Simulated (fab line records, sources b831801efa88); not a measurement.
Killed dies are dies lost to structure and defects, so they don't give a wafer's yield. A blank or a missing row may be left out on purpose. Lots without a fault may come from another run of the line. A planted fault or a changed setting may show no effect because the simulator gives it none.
One fault seen from 2 desks | flow sky130 | each desk has only its own numbers; what lay behind them comes last

THE METROLOGY DESK
What the gauges read, lot by lot, whatever tool the lot ran on: means of the sampled wafers that have a number. A lot is out of limits, marked OUT, if its mean lies more than 4 standard deviations from the usual mean; the brackets give that distance.
Columns: A = VT_ADJUST_HVTP_TW at SKY_VT_ADJUST_HVTP_TW_MEAS_11, usual 1366; B = VT_ADJUST_LVTN_OVL at SKY_VT_ADJUST_LVTN_OVL_MEAS_07, usual 0.3 nm
lot  | first seen here | A              | B
L930 | day 6 19:59     | 1357           | 1.1
L931 | day 7 04:51     | 1372           | 0.5
L934 | day 7 22:07     | 1519 (+18) OUT | -0.3
L935 | day 8 04:42     | 1545 (+21) OUT | -0.0
L941 | day 9 18:04     | 1359           | 0.1
L944 | day 10 15:05    | 1379           | -1.8
L945 | day 10 19:54    | 1366           | 0.3
L946 | day 11 05:00    | 1364           | -0.7
L947 | day 11 12:29    | 1362           | 0.8
L949 | day 11 22:41    | 1363           | -0.2
L950 | day 12 04:07    | 1352           | -0.1
This desk's finding: out of limits on L934, L935; first on L934, day 7 22:07 (VT_ADJUST_HVTP_TW at SKY_VT_ADJUST_HVTP_TW_MEAS_11). In limits: L930, L931, L941, L944, L945, L946, L947, L949, L950.

THE TOOL OWNER'S DESK: implanter-04
The tool's own readings at SKY_VT_ADJUST_HVTP_IMPLANT_09: means of the sampled wafers that have a number, for each lot that ran on this tool. A lot is out of limits, marked OUT, if its mean lies more than 4 standard deviations from the usual mean; the brackets give that distance.
Columns: A = dose_ions_cm2 at SKY_VT_ADJUST_HVTP_IMPLANT_09, usual 4.299e+12; B = faraday_current_uA at SKY_VT_ADJUST_HVTP_IMPLANT_09, usual 24.2
lot  | first seen here | A                           | B
L930 | day 6 19:44     | 4.303e+12                   | 23.7
L931 | day 7 04:36     | 4.293e+12                   | 24.2
L934 | day 7 21:54     | 6.149e+12 (+99 or more) OUT | 34.5 (+23) OUT
L935 | day 8 04:27     | 6.139e+12 (+99 or more) OUT | 34.7 (+23) OUT
L947 | day 11 12:10    | 4.296e+12                   | 24.4
L949 | day 11 22:26    | 4.301e+12                   | 24.4
This desk's finding: out of limits on L934, L935; first on L934, day 7 21:54 (dose_ions_cm2 at SKY_VT_ADJUST_HVTP_IMPLANT_09). In limits: L930, L931, L947, L949.

PUT TOGETHER
The tool owner's desk could have raised an alarm at day 7 21:54, on L934, L935.
The metrology desk could have raised an alarm at day 7 22:07, on L934, L935.
Of the lots named, all ran SKY_VT_ADJUST_HVTP_IMPLANT_09 on implanter-04.

WHAT THE SIMULATOR HAD PUT IN
Process parameter drift: implanter-04, from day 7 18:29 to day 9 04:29, at SKY_VT_ADJUST_HVTP_IMPLANT_09. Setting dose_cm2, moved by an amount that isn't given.
Lots struck among those shown: L934, L935.
Hours from the fault's start to each desk's first reading out of limits: the tool owner's desk, 3; the metrology desk, 4.
